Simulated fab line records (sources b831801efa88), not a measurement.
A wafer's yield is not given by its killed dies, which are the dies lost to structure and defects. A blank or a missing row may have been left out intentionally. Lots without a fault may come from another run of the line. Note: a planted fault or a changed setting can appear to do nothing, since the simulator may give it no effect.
A struck lot beside a sound one | flow sky130 | 37 out of 708 route steps
Sound: the wafers L552.1, L552.5, L552.6. The struck wafers were L553.2, L553.3, L553.4. The cause comes at the end.
Each step with rows lists, per side, the tool, then ch with its chambers, then its first start. Under that, the readings that differ: sound wafers | struck wafers | difference of the means | sigmas: that difference in standard deviations of wafers without a fault.
alike: readings with means less than 2 such deviations apart, plus words and numbers identical on both sides. not compared: withheld readings, readings lacking a value on some wafer, bounds such as >300 that could conceal the same value, and numbers that have no deviation in the record and whose values overlap.
A row with sigmas, a row that says differs or no value, or rows on one side alone: a step with any of these is where the two part. Numbers that have no deviation but don't overlap get no sigmas and don't part them. Lack of a reading on every wafer of one side parts them only where that side has two or more wafers.

first, 10 steps without rows for these wafers: SKY_LDD_LDN_SOFTBAKE_03 (time 60 s); SKY_LDD_LDN_EXPOSE_04 (exposes mask LDNTM, target cd 700 nm); SKY_LDD_LDN_PEB_05; SKY_LDD_LDN_DEVELOP_06 (develop time 60 s); SKY_LDD_LDN_IMPLANT_08; SKY_LDD_LDN_IMPLANT_09; SKY_LDD_LDN_IMPLANT_10; SKY_LDD_LDN_IMPLANT_11; SKY_LDD_LDN_STRIP_12 (strips in O2/N2); SKY_LDD_LDN_CLEAN_14 (cleans in SC1/SC2, time 150 s).
SKY_SPACER_CVD_00: deposits Si3N4 from DCS/NH3, target thk 43.1 nm, time 740 s.
  sound on lpcvd-02 ch 0, day 26 12:40; struck on lpcvd-02 ch 1, day 26 18:15
  reading                                  | sound             | struck           | difference | sigmas
  model.Si3N4_of_SPACER_CVD_00.thk-nm (nm) | 42.61 42.49 42.51 | 46.46 46.77 46.4 | +4.01      |
  alike: pressure-mtorr, spike-tc-top-C, zone-power-upper-pct
SKY_SPACER_THK_MEAS_01:
  sound on film-metro-01 at day 26 13:53; struck on film-metro-03 at day 26 19:28
  reading                | sound          | struck         | difference | sigmas
  SPACER_CVD_00_THK (nm) | 42.6 42.5 42.5 | 46.5 46.8 46.4 | +4.0       | +10
SKY_SPACER_ETCHBACK_02: etches Si3N4 in CH3F/O2, stops on SiO2, time 46.7 s, target depth 45 nm.
  sound on rie-diel-02 ch 1,2,3, day 26 13:56; struck on rie-diel-03 ch 1,2,3, day 26 19:31
  reading                  | sound             | struck            | difference | sigmas
  oes-product-au (a.u.)    | 0.856 0.847 0.849 | 0.890 0.894 0.891 | +0.041     | +7
  model.etch.depth-nm (nm) | 42.61 42.49 42.51 | 46.46 46.77 46.4  | +4.01      |
  alike: bias-w, drypump-motor-current-A, throttle-valve-pct
  not compared: rf-hours-counter-h
then, 22 steps without rows for these wafers: SKY_POLY_CUT_DEHYDRATE_00 (time 60 s); SKY_POLY_CUT_HMDS_01 (prime time 60 s); SKY_POLY_CUT_COAT_02 (resist thk 60 nm); SKY_POLY_CUT_COAT_03 (resist thk 450 nm); SKY_POLY_CUT_SOFTBAKE_04 (time 90 s); SKY_POLY_CUT_EXPOSE_05 (exposes mask NPCM, target cd 270 nm); SKY_POLY_CUT_PEB_06; SKY_POLY_CUT_DEVELOP_07 (develop time 60 s); SKY_POLY_CUT_ETCH_10 (etches BARC in N2/H2, stops on SiO2, time 45.9 s, target depth 60 nm); SKY_POLY_CUT_ETCH_11 (etches Si3N4 in CF4/CH2F2/Ar, stops on poly-Si, time 42.5 s, target depth 60 nm); SKY_POLY_CUT_STRIP_12 (strips in O2/N2); SKY_SD_P_DEHYDRATE_00 (time 60 s); SKY_SD_P_HMDS_01 (prime time 60 s); SKY_SD_P_COAT_02 (resist thk 1140 nm); SKY_SD_P_SOFTBAKE_03 (time 60 s); SKY_SD_P_EXPOSE_04 (exposes mask PSDM, target cd 380 nm); SKY_SD_P_PEB_05; SKY_SD_P_DEVELOP_06 (develop time 60 s); SKY_SD_P_IMPLANT_09; SKY_SD_P_STRIP_10 (strips in O2/N2); SKY_RES_XHIGH_DEHYDRATE_00 (time 60 s); SKY_RES_XHIGH_HMDS_01 (prime time 60 s).
-- the record jumps here: 5 days lie between the struck wafers' starts before and after (it left off in module RES_XHIGH and takes up again in module SALICIDE, whose first step shown is number 361 of the route) --
SKY_SALICIDE_CLEAN_00: cleans in HF-last, time 30 s.
  sound on wet-bench-03 ch 3, day 31 09:40; struck on wet-bench-01 ch 2, day 31 13:01
  reading                                  | sound            | struck           | difference | sigmas
  model.Si3N4_of_SPACER_CVD_00.thk-nm (nm) | 41.62 41.5 41.52 | 45.5 45.81 45.43 | +4.0       |
-- the record jumps here: 17 days lie between the struck wafers' starts before and after (it left off in module SALICIDE and takes up again in module PAD_OPEN, whose first step shown is number 708 of the route) --
SKY_PAD_OPEN_PROBE_99:
  sound on prober-02 at day 48 10:47; struck on prober-01 at day 48 12:44
  alike: killed_at_M0_to_M3, killed_at_M4_up, killed-at-contacts, killed-at-front-end, killed-dies, killed-open, killed-short
  not compared: model.etest.pfet_01v8.r-on-ohm-um

## WHERE THEY PART
Last at SKY_SPACER_ETCHBACK_02 as far as this record goes, first at SKY_SPACER_THK_MEAS_01. Later steps at which nothing parts them and some readings are alike: SKY_PAD_OPEN_PROBE_99.

WHY: what the simulator had put in
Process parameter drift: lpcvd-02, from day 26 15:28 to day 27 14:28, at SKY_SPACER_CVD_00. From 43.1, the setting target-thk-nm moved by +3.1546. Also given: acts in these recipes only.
